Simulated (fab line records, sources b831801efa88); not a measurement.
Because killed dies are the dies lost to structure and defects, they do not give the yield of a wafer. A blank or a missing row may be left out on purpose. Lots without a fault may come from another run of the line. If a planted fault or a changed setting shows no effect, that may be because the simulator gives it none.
fab line records	flow sky130
record: lots: 5	wafers: 15	last_day: 50
route steps=708 shown VIA2@527 METAL3@532 CAPM@537 PAD_OPEN@708
lots that met no fault: taken from a fault-free run of the same line
start_h: the number of hours between the record's first day and the start of the first shown wafer of the lot	wait_h: time in hours since the lot's previous step	" as in the row above	L1.1+2: a row that stands for several wafers	- no value present, or no start provided	* or withheld: withheld	< > ~ a bound
route shown NAME@n: a module of which the file shows steps, and the number in the route of the first	usual: the fault-free wafers' mean and standard deviation	same: alike in all rows	chamber/n: place in a boat	sites: the reading at each site	_std_site: standard deviation across them	_edge_site: outer sites' mean less inner sites'	radius_mm: for every site, how far away it sits from the centre of the wafer	mask NAME#n: copy n	behind: tool/chamber where the wafer was last shaped	hold: cause of the lot's hold/its duration in hours/its outcome	device: whichever transistor did not switch (one of n, p or np)	end of line: tests run on the same wafers once the route is complete	a step given without rows: its recipe and nothing more	killed: not the wafer's yield, but the dies lost to structure and defects at the first sort	map: per-die view of a wafer (x killed, . not killed, _ where there is no die)
set.NAME: the setting that was run; set.NAME@STEP: the one run at that earlier step	model.NAME: the simulator's own value behind a step, which no gauge read
lots seen at some steps along the route; tables by step, rows by wafer
services: the hour from which a tool's chamber was out of use, counted from the record's first day as start_h (under 0 if before that day), plus the number of hours and why
== steps ==
step: SKY_VIA2_SPUTTER_20
recipe: material: TiN	target_thk_nm: 20	chamber_pressure_pa: 5	power_w: 4000	time_s: 80
step: SKY_VIA2_CVD_21
recipe: material: W	target_thk_nm: 420	time_s: 126.4	temp_c: 400	pressure_torr: 40
usual: heater_power_w: 772/78
same: time_s: 126.4
lot.wafer	tool	chamber	start_h	wait_h	heater_power_w
L204.1	cvd_w-02	1	865.09	0.0	793
L204.4	"	1	"	"	816
L204.5	"	1	"	"	836
L207.1	cvd_w-02	0	882.42	0.0	794
L207.3	"	1	"	"	824
L207.5	"	0	"	"	801
L214.2	cvd_w-01	1	941.35	0.0	970
L214.4	"	1	"	"	962
L214.5	"	1	"	"	983
L224.4	cvd_w-02	0	1000.72	0.1	737
L224.5	"	1	"	"	743
L224.6	"	0	"	"	743
L225.1	cvd_w-02	1	1004.98	0.0	749
L225.2	"	0	"	"	745
L225.4	"	0	"	"	749
step: SKY_VIA2_RS_MEAS_22
recipe: thk_meas_gauge: four-point-probe	reads: W_of_VIA2_CVD_21+TiN_of_VIA2_SPUTTER_20
usual: VIA2_W_RS: 0.273/0.0057
lot.wafer	tool	chamber	start_h	wait_h	VIA2_W_RS[ohm/sq]
L204.1	film_metro-04	-	865.22	0.1	0.272
L204.4	"	-	"	"	0.271
L204.5	"	-	"	"	0.272
L207.1	film_metro-04	-	882.58	0.1	0.275
L207.3	"	-	"	"	0.277
L207.5	"	-	"	"	0.276
L214.2	film_metro-04	-	941.50	0.1	0.270
L214.4	"	-	"	"	0.272
L214.5	"	-	"	"	0.271
L224.4	film_metro-04	-	1000.87	0.1	0.278
L224.5	"	-	"	"	0.278
L224.6	"	-	"	"	0.275
L225.1	film_metro-01	-	1005.11	0.1	0.281
L225.2	"	-	"	"	0.279
L225.4	"	-	"	"	0.277
step: SKY_VIA2_THK_MEAS_23
recipe: thk_meas_gauge: xrf	reads: W_of_VIA2_CVD_21
usual: VIA2_W_THK: 406/9.3
lot.wafer	tool	chamber	start_h	wait_h	VIA2_W_THK[nm]
L204.1	film_metro-04	-	865.34	0.1	402
L204.4	"	-	"	"	406
L204.5	"	-	"	"	405
L207.1	film_metro-04	-	882.70	0.1	398
L207.3	"	-	"	"	395
L207.5	"	-	"	"	397
L214.2	film_metro-04	-	941.61	0.1	408
L214.4	"	-	"	"	403
L214.5	"	-	"	"	405
L224.4	film_metro-04	-	1000.96	0.1	397
L224.5	"	-	"	"	398
L224.6	"	-	"	"	401
L225.1	film_metro-01	-	1005.23	0.1	405
L225.2	"	-	"	"	406
L225.4	"	-	"	"	411
step: SKY_VIA2_CMP_24
recipe: stop_on: SiO2	t_overpolish_s: 20	down_force_psi: 3.5	platen_rpm: 60	target_thk_nm: 0	pad_velocity_m_s: 0.94248
step: SKY_METAL3_SPUTTER_00
recipe: material: Ti	target_thk_nm: 15	power_w: 3000	time_s: 10	chamber_pressure_pa: 0.4
step: SKY_METAL3_SPUTTER_01
recipe: material: TiN	target_thk_nm: 20	power_w: 6500	time_s: 16.7	chamber_pressure_pa: 0.4
usual: throttle_valve_pct: 30.2/1.2
same: time_s: 16.7
lot.wafer	tool	chamber	start_h	wait_h	throttle_valve_pct
L204.1	pvd_sputter-01	-	865.72	0.0	30.3
L204.4	"	-	"	"	27.8
L204.5	"	-	"	"	30.8
L207.1	pvd_sputter-03	-	883.17	0.0	29.9
L207.3	"	-	"	"	29.6
L207.5	"	-	"	"	30.1
L214.2	pvd_sputter-02	-	941.98	0.0	31.0
L214.4	"	-	"	"	28.5
L214.5	"	-	"	"	30.8
L224.4	pvd_sputter-02	-	1001.41	0.0	30.9
L224.5	"	-	"	"	28.3
L224.6	"	-	"	"	29.2
L225.1	pvd_sputter-03	-	1005.61	0.0	30.0
L225.2	"	-	"	"	32.5
L225.4	"	-	"	"	30.5
step: SKY_METAL3_SPUTTER_02
recipe: material: AlCu	target_thk_nm: 735	power_w: 10600	time_s: 39.1	chamber_pressure_pa: 0.4173
usual: throttle_valve_pct: 30.2/1.2
same: time_s: 39.1
lot.wafer	tool	chamber	start_h	wait_h	throttle_valve_pct
L204.1	pvd_sputter-01	-	865.75	0.0	30.4
L204.4	"	-	"	"	27.8
L204.5	"	-	"	"	30.6
L207.1	pvd_sputter-03	-	883.20	0.0	29.8
L207.3	"	-	"	"	30.0
L207.5	"	-	"	"	29.9
L214.2	pvd_sputter-02	-	942.01	0.0	30.8
L214.4	"	-	"	"	28.3
L214.5	"	-	"	"	30.7
L224.4	pvd_sputter-02	-	1001.44	0.0	30.5
L224.5	"	-	"	"	28.6
L224.6	"	-	"	"	29.3
L225.1	pvd_sputter-03	-	1005.63	0.0	30.0
L225.2	"	-	"	"	32.6
L225.4	"	-	"	"	30.6
step: SKY_METAL3_SPUTTER_03
recipe: material: Ti	target_thk_nm: 5	power_w: 3000	time_s: 3.3	chamber_pressure_pa: 0.4
step: SKY_METAL3_SPUTTER_04
recipe: material: TiN	target_thk_nm: 70	power_w: 6500	time_s: 58.3	chamber_pressure_pa: 0.4
step: SKY_CAPM_CVD_00
recipe: material: SiO2	target_thk_nm: 15.5	temp_c: 400	time_s: withheld	rf_w: 450
usual: heater_power_w: 725/93
lot.wafer	tool	chamber	start_h	wait_h	heater_power_w
L204.1	pecvd-04	1	865.86	0.0	637
L204.4	"	0	"	"	697
L204.5	"	2	"	"	698
L207.1	pecvd-02	0	883.30	0.0	648
L207.3	"	1	"	"	847
L207.5	"	1	"	"	834
L214.2	pecvd-02	2	942.11	0.0	845
L214.4	"	2	"	"	855
L214.5	"	0	"	"	738
L224.4	pecvd-03	0	1001.55	0.0	644
L224.5	"	2	"	"	824
L224.6	"	0	"	"	653
L225.1	pecvd-02	1	1005.74	0.0	782
L225.2	"	2	"	"	847
L225.4	"	0	"	"	694
step: SKY_CAPM_THK_MEAS_01
recipe: reads: SiO2_of_CAPM_CVD_00
usual: CAPM_CVD_00_THK: 15.49/0.3
lot.wafer	tool	chamber	start_h	wait_h	CAPM_CVD_00_THK[nm]
L204.1	film_metro-02	-	865.88	-	15.14
L204.4	"	-	"	"	15.91
L204.5	"	-	"	"	15.82
L207.1	film_metro-02	-	883.33	-	15.44
L207.3	"	-	"	"	15.18
L207.5	"	-	"	"	15.60
L214.2	film_metro-02	-	942.15	-	15.59
L214.4	"	-	"	"	15.78
L214.5	"	-	"	"	15.69
L224.4	film_metro-03	-	1001.61	-	15.27
L224.5	"	-	"	"	15.05
L224.6	"	-	"	"	15.44
L225.1	film_metro-04	-	1005.76	-	15.44
L225.2	"	-	"	"	15.86
L225.4	"	-	"	"	15.85
step: SKY_CAPM_SPUTTER_02
recipe: material: TiN	target_thk_nm: 200	temp_c: 300	power_w: 6500	time_s: 166.7	chamber_pressure_pa: 0.4
usual: throttle_valve_pct: 30.0/1.1
lot.wafer	tool	chamber	start_h	wait_h	throttle_valve_pct	model.TiN_of_CAPM_SPUTTER_02.thk_nm
L204.1	pvd_sputter-04	-	865.94	0.1	29.1	200.6
L204.4	"	-	"	"	31.1	198.7
L204.5	"	-	"	"	30.8	201.7
L207.1	pvd_sputter-01	-	883.39	0.1	28.1	201.3
L207.3	"	-	"	"	31.6	200.6
L207.5	"	-	"	"	31.7	199.6
L214.2	pvd_sputter-04	-	942.20	0.0	31.3	194.9
L214.4	"	-	"	"	28.8	201.7
L214.5	"	-	"	"	29.1	203
L224.4	pvd_sputter-04	-	1001.64	0.0	29.0	202
L224.5	"	-	"	"	28.8	204.2
L224.6	"	-	"	"	30.9	202
L225.1	pvd_sputter-04	-	1005.82	0.1	29.3	204.1
L225.2	"	-	"	"	31.1	201.4
L225.4	"	-	"	"	28.9	200.8
step: SKY_CAPM_RS_MEAS_03
recipe: thk_meas_gauge: four-point-probe	reads: TiN_of_CAPM_SPUTTER_02
usual: CAPM_TIN_RS: 6.89/0.09
lot.wafer	tool	chamber	start_h	wait_h	CAPM_TIN_RS[ohm/sq]
L204.1	film_metro-03	-	866.05	0.1	6.91
L204.4	"	-	"	"	6.98
L204.5	"	-	"	"	6.87
L207.1	film_metro-04	-	883.50	0.1	6.85
L207.3	"	-	"	"	6.87
L207.5	"	-	"	"	6.92
L214.2	film_metro-04	-	942.33	0.1	7.07
L214.4	"	-	"	"	6.83
L214.5	"	-	"	"	6.79
L224.4	film_metro-04	-	1001.80	0.1	6.81
L224.5	"	-	"	"	6.76
L224.6	"	-	"	"	6.83
L225.1	film_metro-02	-	1005.93	0.1	6.77
L225.2	"	-	"	"	6.86
L225.4	"	-	"	"	6.89
step: SKY_CAPM_THK_MEAS_04
recipe: thk_meas_gauge: xrf	reads: TiN_of_CAPM_SPUTTER_02
usual: CAPM_TIN_THK: 198.3/2.6
lot.wafer	tool	chamber	start_h	wait_h	CAPM_TIN_THK[nm]
L204.1	film_metro-03	-	866.17	0.1	198.3
L204.4	"	-	"	"	195.4
L204.5	"	-	"	"	200.1
L207.1	film_metro-04	-	883.62	0.1	198.6
L207.3	"	-	"	"	197.6
L207.5	"	-	"	"	196.4
L214.2	film_metro-04	-	942.44	0.1	189.9
L214.4	"	-	"	"	197.3
L214.5	"	-	"	"	198.8
L224.4	film_metro-04	-	1001.89	0.1	197.9
L224.5	"	-	"	"	200.1
L224.6	"	-	"	"	198.6
L225.1	film_metro-02	-	1006.05	0.1	203.3
L225.2	"	-	"	"	199.9
L225.4	"	-	"	"	199.5
step: SKY_CAPM_DEHYDRATE_05
recipe: temp_c: 200	time_s: 60
step: SKY_CAPM_HMDS_06
recipe: prime_time_s: 60	prime_temp_c: 120
step: SKY_CAPM_COAT_07
recipe: resist: NOVOLAK	spin_rpm: 3000	resist_thk_nm: 1140
step: SKY_CAPM_SOFTBAKE_08
recipe: temp_c: 90	time_s: 60	resist: NOVOLAK
step: SKY_CAPM_EXPOSE_09
recipe: mask_id: CAPM	na: 0.6	source_shape: conventional	sigma_outer: 0.6	polarization: unpolarized	target_cd_nm: 1000	dose_mj: 159
step: SKY_CAPM_PEB_10
recipe: temp_c: withheld	time_s: *	resist: NOVOLAK
step: SKY_CAPM_DEVELOP_11
recipe: resist: NOVOLAK	developer: TMAH	develop_time_s: 60	dev_temp_c: 23
step: SKY_CAPM_OVL_MEAS_12
usual: CAPM_OVL: 0.5/1.3
lot.wafer	tool	chamber	start_h	wait_h	CAPM_OVL[nm]
L204.1	overlay-02	-	892.67	0.1	0.8
L204.4	"	-	"	"	0.0
L204.5	"	-	"	"	1.6
L207.1	overlay-01	-	909.48	0.1	0.8
L207.3	"	-	"	"	-0.8
L207.5	"	-	"	"	-1.0
L214.2	overlay-02	-	966.57	0.1	0.9
L214.4	"	-	"	"	0.5
L214.5	"	-	"	"	-0.2
L224.4	overlay-02	-	1024.40	0.1	0.5
L224.5	"	-	"	"	2.4
L224.6	"	-	"	"	2.4
L225.1	overlay-02	-	1028.88	0.1	0.0
L225.2	"	-	"	"	-0.9
L225.4	"	-	"	"	1.5
step: SKY_CAPM_METAL_ETCH_13
recipe: target_depth_nm: 220	stop_on: SiO2	chemistry: Cl2/BCl3	target: TiN	pressure_mtorr: 10	icp_w: 900	bias_w: 48.5	Cl2_flow_sccm: 60	bcl3_flow_sccm: 30	time_s: 62.9
usual: drypump_motor_current_A: 5.6/0.39	oes_product_au: 0.943/0.008	throttle_valve_pct: 21.901/0.01
same: time_s: 62.9
lot.wafer	tool	chamber	start_h	wait_h	drypump_motor_current_A	oes_product_au	rf_hours_counter_h	throttle_valve_pct	model.CAPM.feature_depth_nm	model.etch.depth_nm
L204.1	rie_metal-02	0	892.70	0.0	5.3	0.941	3	21.904	200.6	200.6
L204.4	"	1	"	"	6.2	0.933	-	21.906	198.7	198.7
L204.5	"	1	"	"	6.3	0.941	-	21.899	201.7	201.7
L207.1	rie_metal-01	1	909.52	0.0	5.6	0.956	20	21.914	201.3	201.3
L207.3	"	1	"	"	5.6	0.937	-	21.899	200.6	200.6
L207.5	"	0	"	"	5.1	0.937	-	21.908	199.6	199.6
L214.2	rie_metal-01	1	966.60	0.0	5.6	0.922	2	21.903	194.9	194.9
L214.4	"	1	"	"	5.6	0.950	-	21.904	201.7	201.7
L214.5	"	1	"	"	5.6	0.946	-	21.910	203	203
L224.4	rie_metal-02	0	1024.44	0.0	5.2	0.946	-	21.897	202	202
L224.5	"	0	"	"	5.3	0.957	-	21.898	204.2	204.2
L224.6	"	1	"	"	6.3	0.945	-	21.901	202	202
L225.1	rie_metal-03	1	1028.92	0.0	5.8	0.950	6	21.905	204.1	204.1
L225.2	"	0	"	"	5.7	0.948	20	21.890	201.4	201.4
L225.4	"	1	"	"	5.8	0.947	-	21.891	200.8	200.8
step: SKY_CAPM_STRIP_14
recipe: chemistry: O2/N2	power_w: 1400	pressure_mtorr: 1500	platen_temp_c: withheld	o2_flow_sccm: 3000	n2_flow_sccm: 300	overash_fraction: 0.5
step: SKY_CAPM_STRIP_15
recipe: chemistry: post_etch_residue_remover	time_s: 1200	temp_c: 72.5
step: SKY_CAPM_CLEAN_16
recipe: chemistry: IPA	time_s: 180	temp_c: 25
step: SKY_CAPM_CLEAN_17
recipe: chemistry: O3/DIW	dry: n2_spin
step: SKY_METAL3_DEHYDRATE_05
recipe: temp_c: 200	time_s: 60
step: SKY_METAL3_HMDS_06
recipe: prime_time_s: 60	prime_temp_c: 120
step: SKY_METAL3_COAT_07
recipe: resist: BARC	temp_c: withheld	time_s: withheld	spin_rpm: 3000	resist_thk_nm: 60
step: SKY_METAL3_COAT_08
recipe: resist: KrF-thick	spin_rpm: 3000	resist_thk_nm: 1140
step: SKY_METAL3_SOFTBAKE_09
recipe: temp_c: 100	time_s: 90	resist: KrF-thick
step: SKY_METAL3_EXPOSE_10
recipe: mask_id: MM3	na: 0.68	source_shape: annular	sigma_inner: 0.4	sigma_outer: 0.8	target_cd_nm: 300	dose_mj: 28.32
step: SKY_METAL3_PEB_11
recipe: peb_temp_c: withheld	peb_time_s: withheld	resist: KrF-thick
step: SKY_METAL3_DEVELOP_12
recipe: develop_time_s: 60	resist: KrF-thick	dev_temp_c: 21
step: SKY_METAL3_CD_MEAS_13
recipe: target_cd_nm: 300
usual: cd_nm: 299.0/1.4
lot.wafer	tool	chamber	start_h	wait_h	cd_nm
L204.1	cd_sem-01	-	918.67	-	298.6
L204.4	"	-	"	"	298.9
L204.5	"	-	"	"	298.6
L207.1	cd_sem-01	-	935.22	-	297.9
L207.3	"	-	"	"	298.3
L207.5	"	-	"	"	298.3
L214.2	cd_sem-02	-	991.70	-	297.5
L214.4	"	-	"	"	298.2
L214.5	"	-	"	"	298.8
L224.4	cd_sem-01	-	1047.91	-	300.0
L224.5	"	-	"	"	300.9
L224.6	"	-	"	"	298.7
L225.1	cd_sem-02	-	1051.63	-	301.1
L225.2	"	-	"	"	301.4
L225.4	"	-	"	"	299.7
step: SKY_METAL3_OVL_MEAS_14
usual: METAL3_OVL: 1/5.1
lot.wafer	tool	chamber	start_h	wait_h	METAL3_OVL[nm]
L204.1	overlay-02	-	918.79	0.1	6
L204.4	"	-	"	"	3
L204.5	"	-	"	"	10
L207.1	overlay-02	-	935.34	0.1	-5
L207.3	"	-	"	"	-6
L207.5	"	-	"	"	-6
L214.2	overlay-01	-	991.81	0.1	6
L214.4	"	-	"	"	1
L214.5	"	-	"	"	11
L224.4	overlay-01	-	1047.99	0.1	-2
L224.5	"	-	"	"	-3
L224.6	"	-	"	"	0
L225.1	overlay-02	-	1051.75	0.1	-5
L225.2	"	-	"	"	-9
L225.4	"	-	"	"	-12
step: SKY_METAL3_DESCUM_15
recipe: chemistry: O2	source_power_w: 150	bias_power_w: 0	pressure_mtorr: 10	temp_c: 40	time_s: 8
step: SKY_METAL3_ETCH_16
recipe: chemistry: N2/H2	target: BARC	ion_energy_ev: 200	bias_w: 100	pressure_mtorr: 30	n2_flow_sccm: 100	h2_flow_sccm: 200	icp_w: 500	stop_on: SiO2	time_s: 88.2	target_depth_a: 600
step: SKY_METAL3_ETCH_17
recipe: target: SiO2	stop_on: TiN	chemistry: C4F8/O2/Ar	source_w: 1500	bias_w: 1200	pressure_mtorr: 40	c4f8_flow_sccm: withheld	O2_flow_sccm: 6	Ar_flow_sccm: 300	time_s: 3.9	target_depth_a: 150
step: SKY_METAL3_METAL_ETCH_18
recipe: target_depth_a: 8450	stop_on: SiO2	over_etch_frac: 0.3	time_s: 183.1	chemistry: Cl2/BCl3	resist_sidewall_deg: 88	pressure_mtorr: 10	icp_w: 900	bias_w: 48.5	Cl2_flow_sccm: 60	bcl3_flow_sccm: 30
usual: drypump_motor_current_A: 5.6/0.32	oes_product_au: 0.861/0.0074	throttle_valve_pct: 22.265/0.0091
same: time_s: 183.1
lot.wafer	tool	chamber	start_h	wait_h	drypump_motor_current_A	oes_product_au	rf_hours_counter_h	throttle_valve_pct
L204.1	rie_metal-01	0	918.97	0.0	5.1	0.864	10	22.258
L204.4	"	0	"	"	5.1	0.857	-	22.274
L204.5	"	0	"	"	5.1	0.858	-	22.257
L207.1	rie_metal-04	1	935.65	0.0	6.0	0.863	11	22.261
L207.3	"	1	"	"	6.0	0.855	-	22.272
L207.5	"	1	"	"	6.1	0.861	-	22.264
L214.2	rie_metal-04	1	991.99	0.0	6.1	0.858	15	22.268
L214.4	"	0	"	"	5.6	0.849	-	22.278
L214.5	"	0	"	"	5.6	0.855	-	22.266
L224.4	rie_metal-04	0	1048.22	0.1	5.6	0.845	-	22.254
L224.5	"	0	"	"	5.6	0.857	-	22.258
L224.6	"	1	"	"	6.0	0.866	-	22.262
L225.1	rie_metal-01	1	1051.94	0.0	5.6	0.857	7	22.255
L225.2	"	0	"	"	5.1	0.853	19	22.260
L225.4	"	1	"	"	5.6	0.863	-	22.251
step: SKY_METAL3_STRIP_20
recipe: chemistry: post_etch_residue_remover	time_s: 1200	temp_c: 72.5
usual: temp_c: 72.50/0.12
same: time_s: 1200
lot.wafer	tool	chamber	start_h	wait_h	temp_c	model.TiN_of_CAPM_SPUTTER_02.thk_nm
L204.1	wet_bench-03	1	919.43	0.1	72.45	199.7
L204.4	"	1	"	"	72.57	197.9
L204.5	"	1	"	"	72.50	200.8
L207.1	wet_bench-03	0	936.11	0.1	72.57	200.5
L207.3	"	0	"	"	72.54	199.8
L207.5	"	0	"	"	72.36	198.8
L214.2	wet_bench-04	1	992.26	0.1	72.62	194
L214.4	"	1	"	"	72.68	200.9
L214.5	"	1	"	"	72.53	202.2
L224.4	wet_bench-04	1	1048.43	0.0	72.65	201.1
L224.5	"	1	"	"	72.60	203.3
L224.6	"	1	"	"	72.48	201.2
L225.1	wet_bench-04	0	1052.21	0.1	72.56	203.3
L225.2	"	0	"	"	72.55	200.5
L225.4	"	0	"	"	72.45	200
step: SKY_PAD_OPEN_PROBE_99
usual: defect_limited_yield: 82.3/1.7	killed_at_M0_to_M3: 43/6.8	killed_at_M4_up: 3.3/1.8	killed_at_contacts: 25/5.9	killed_at_front_end: 16/4.2	killed_dies: 87/8.6	killed_open: 48/6.3	killed_short: 39/5.3	sort_bin_3_pad_short: 0.9/0.38	sort_bin_5_function: 10.5/1.4	sort_bin_6_memory: 6.4/1.1	sort_n_pass: 405/8.6	sort_yield_pct: 82.3/1.7
same: gross_dies: 492	killed_at_back_side: 0	killed_at_other: 0	sort_bin_4_leakage[%]: 0	sort_bin_8_speed[%]: 0
lot.wafer	tool	chamber	start_h	wait_h	defect_limited_yield[%]	killed_at_M0_to_M3	killed_at_M4_up	killed_at_contacts	killed_at_front_end	killed_dies	killed_open	killed_short	sort_bin_3_pad_short[%]	sort_bin_5_function[%]	sort_bin_6_memory[%]	sort_n_pass	sort_yield_pct[%]	model.etest.cap_mim.plate_ohm_sq
L204.1	prober-02	-	1090.75	0.1	82.9	37	2	22	23	84	46	37	0.8	10.4	5.9	408	82.9	5.986
L204.4	prober-02	-	1090.90	0.2	82.1	41	4	26	17	88	44	44	0.2	11.8	5.9	404	82.1	6.006
L204.5	prober-02	-	1090.95	0.2	80.1	47	0	26	25	98	57	40	0.6	12.4	6.9	394	80.1	5.936
L207.1	prober-02	-	1102.05	0.1	81.7	38	3	34	15	90	48	41	1.0	10.8	6.5	402	81.7	6.002
L207.3	prober-02	-	1102.15	0.2	81.9	51	1	26	11	89	55	34	1.0	10.6	6.5	403	81.9	6.048
L207.5	prober-02	-	1102.25	0.2	80.1	44	2	29	23	98	60	38	1.4	11.8	6.7	394	80.1	5.937
L214.2	prober-01	-	1148.55	0.1	87.4	17	1	23	21	62	36	21	0.8	6.5	5.3	430	87.4	6.103
L214.4	prober-01	-	1148.65	0.2	81.5	39	2	30	20	91	52	39	1.4	11.6	5.5	401	81.5	5.976
L214.5	prober-01	-	1148.70	0.2	80.9	45	4	30	15	94	48	46	1.4	10.8	6.9	398	80.9	5.897
L224.4	prober-02	-	1192.09	0.2	83.5	29	4	35	13	81	43	37	0.4	10.4	5.7	411	83.5	5.955
L224.5	prober-02	-	1192.14	0.2	86.2	28	3	23	14	68	32	35	0.4	7.7	5.7	424	86.2	5.907
L224.6	prober-02	-	1192.19	0.2	80.9	47	5	20	22	94	42	52	1.0	11.8	6.3	398	80.9	5.899
L225.1	prober-02	-	1194.36	0.1	82.3	51	1	19	16	87	48	39	0.6	10.8	6.3	405	82.3	5.853
L225.2	prober-02	-	1194.41	0.1	81.1	49	5	31	8	93	50	42	0.8	10.4	7.7	399	81.1	5.986
L225.4	prober-02	-	1194.51	0.2	82.5	46	0	28	12	86	43	42	0.4	10.4	6.7	406	82.5	5.989
killed by level:class
L204.1 CONTACT:geometric_particle:open=10 LI_CONTACT:geometric_particle:open=7 FIELD_ISO:geometric_particle:open=6 VIA1:geometric_particle:open=6 FIELD_ISO:geometric_particle:short=5 VIA1:geometric_particle:short=5 METAL2:geometric_particle:short=5 VIA3:geometric_particle:open=5
L204.4 METAL1:geometric_particle:short=10 LI_CONTACT:geometric_particle:open=9 FIELD_ISO:geometric_particle:short=7 CONTACT:geometric_particle:open=7 METAL2:geometric_particle:short=5 VIA3:geometric_particle:open=5 VIA2:geometric_particle:open=5 FIELD_ISO:geometric_particle:open=4
L204.5 LI_CONTACT:geometric_particle:open=12 VIA1:geometric_particle:open=10 VIA2:geometric_particle:open=9 METAL2:geometric_particle:short=7 POLY_GATE:geometric_particle:short=6 CONTACT:geometric_particle:open=6 POLY_GATE:geometric_particle:open=5 VIA2:geometric_particle:short=5
L207.1 CONTACT:geometric_particle:open=11 VIA3:geometric_particle:open=10 LI_CONTACT:geometric_particle:open=9 CONTACT:geometric_particle:short=6 FIELD_ISO:geometric_particle:short=5 VIA3:geometric_particle:short=5 POLY_GATE:geometric_particle:open=4 LOCAL_INTERCONNECT:geometric_particle:short=4
L207.3 VIA1:geometric_particle:open=16 VIA2:geometric_particle:open=10 CONTACT:geometric_particle:open=8 VIA3:geometric_particle:open=5 LI_CONTACT:geometric_particle:short=5 LI_CONTACT:geometric_particle:open=4 LOCAL_INTERCONNECT:geometric_particle:short=4 CONTACT:geometric_particle:short=4
L207.5 VIA1:geometric_particle:open=12 CONTACT:geometric_particle:open=12 VIA2:geometric_particle:open=7 LI_CONTACT:geometric_particle:open=6 VIA3:geometric_particle:open=6 METAL2:geometric_particle:short=6 FIELD_ISO:geometric_particle:short=5 FIELD_ISO:geometric_particle:open=5
L214.2 CONTACT:geometric_particle:open=9 FIELD_ISO:geometric_particle:open=5 LI_CONTACT:geometric_particle:open=5 POLY_GATE:geometric_particle:short=4 LOCAL_INTERCONNECT:geometric_particle:short=4 VIA1:geometric_particle:open=4 VIA2:geometric_particle:open=4 VIA3:geometric_particle:open=4
L214.4 LI_CONTACT:geometric_particle:open=12 METAL1:geometric_particle:short=9 FIELD_ISO:geometric_particle:open=8 CONTACT:geometric_particle:open=7 VIA1:geometric_particle:open=7 CONTACT:geometric_particle:short=5 VIA3:geometric_particle:open=5 VIA3:geometric_particle:short=4
L214.5 VIA1:geometric_particle:open=12 VIA3:geometric_particle:open=10 CONTACT:geometric_particle:open=9 LI_CONTACT:geometric_particle:open=6 LOCAL_INTERCONNECT:geometric_particle:short=6 METAL2:geometric_particle:short=6 FIELD_ISO:geometric_particle:open=4 FIELD_ISO:geometric_particle:short=4
L224.4 LI_CONTACT:geometric_particle:open=12 CONTACT:geometric_particle:open=10 CONTACT:geometric_particle:short=6 VIA1:geometric_particle:open=6 METAL1:geometric_particle:short=5 FIELD_ISO:geometric_particle:short=3 LOCAL_INTERCONNECT:geometric_particle:short=3 VIA2:geometric_particle:short=3
L224.5 CONTACT:geometric_particle:open=8 CONTACT:geometric_particle:short=7 POLY_GATE:geometric_particle:short=5 VIA2:geometric_particle:open=5 LI_CONTACT:geometric_particle:open=5 METAL1:geometric_particle:short=5 VIA3:geometric_particle:open=5 METAL2:geometric_particle:short=4
L224.6 METAL2:geometric_particle:short=9 VIA1:geometric_particle:open=8 LOCAL_INTERCONNECT:geometric_particle:short=7 CONTACT:geometric_particle:open=7 FIELD_ISO:geometric_particle:short=6 POLY_GATE:geometric_particle:short=6 VIA3:geometric_particle:open=6 POLY_GATE:geometric_particle:open=5
L225.1 VIA1:geometric_particle:open=18 VIA1:geometric_particle:short=10 LI_CONTACT:geometric_particle:open=7 VIA2:geometric_particle:open=6 VIA3:geometric_particle:open=6 LOCAL_INTERCONNECT:geometric_particle:short=5 POLY_GATE:geometric_particle:short=4 CONTACT:geometric_particle:open=4
L225.2 VIA1:geometric_particle:open=10 CONTACT:geometric_particle:open=9 METAL2:geometric_particle:short=8 VIA3:geometric_particle:open=8 LI_CONTACT:geometric_particle:open=7 CONTACT:geometric_particle:short=7 VIA2:geometric_particle:open=7 LOCAL_INTERCONNECT:geometric_particle:short=6
L225.4 VIA1:geometric_particle:open=10 LOCAL_INTERCONNECT:geometric_particle:short=8 CONTACT:geometric_particle:open=7 VIA2:geometric_particle:open=7 CONTACT:geometric_particle:short=6 METAL3:geometric_particle:short=5 POLY_GATE:geometric_particle:open=4 VIA3:geometric_particle:open=4
== services ==
tool	chamber	start_h	hours	kind
pvd_sputter-04	-	857.41	3.3	repair
pvd_sputter-03	1	868.73	-	consumable_replace:kit
pvd_sputter-03	1	868.73	18.0	scheduled_down
pvd_sputter-03	1	868.73	18.0	vent_cycle
pecvd-03	-	881.30	2.8	pm
cvd_w-01	0	887.15	1.5	repair
rie_metal-04	-	888.36	0.8	repair
pecvd-03	-	896.79	0.3	repair
rie_metal-03	1	900.15	13.4	repair
cvd_w-02	-	904.00	14.0	pm
cvd_w-02	0	904.00	14.0	vent_cycle
cvd_w-02	1	904.00	14.0	vent_cycle
pvd_sputter-03	-	905.08	4.4	repair
rie_metal-03	0	909.25	1.6	repair
rie_metal-01	1	917.40	-	clean
pvd_sputter-03	-	922.13	2.1	repair
pecvd-03	-	933.38	6.0	pm
pvd_sputter-04	-	937.91	3.2	repair
pvd_sputter-04	-	958.73	3.6	repair
cvd_w-02	-	960.49	0.5	repair
rie_metal-02	-	988.15	0.1	repair
rie_metal-02	-	1020.31	0.2	repair
pecvd-02	2	1020.81	11.9	repair
wet_bench-03	-	1044.14	1.1	repair
== key ==
first_sign: step: SKY_CAPM_THK_MEAS_04	reading: CAPM_TIN_THK	direction: down	sigmas: 3.2	usual: 198.3	struck: 189.9
effect none on later readings
model_effect: step: SKY_CAPM_SPUTTER_02	value: TiN_of_CAPM_SPUTTER_02.thk_nm	without: 201.9	struck: 194.9
model_effect: step: SKY_CAPM_METAL_ETCH_13	value: CAPM.feature_depth_nm	without: 201.9	struck: 194.9
model_effect: step: SKY_METAL3_STRIP_20	value: TiN_of_CAPM_SPUTTER_02.thk_nm	without: 201.1	struck: 194
model_effect: step: SKY_PAD_OPEN_PROBE_99	value: etest.cap_mim.plate_ohm_sq	without: 5.889	struck: 6.103
met_at SKY_CAPM_SPUTTER_02
struck_wafers L214.2
onset_between 865.94 942.20
fault: kind: process_parameter_drift	tool: pvd_sputter-04	chamber: -	onset_h: 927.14	steps: SKY_CAPM_SPUTTER_02	channel: time_s	offset: *	shape: step	end_h: 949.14	scope: struck_wafers_only	acts_in: *	stated: *
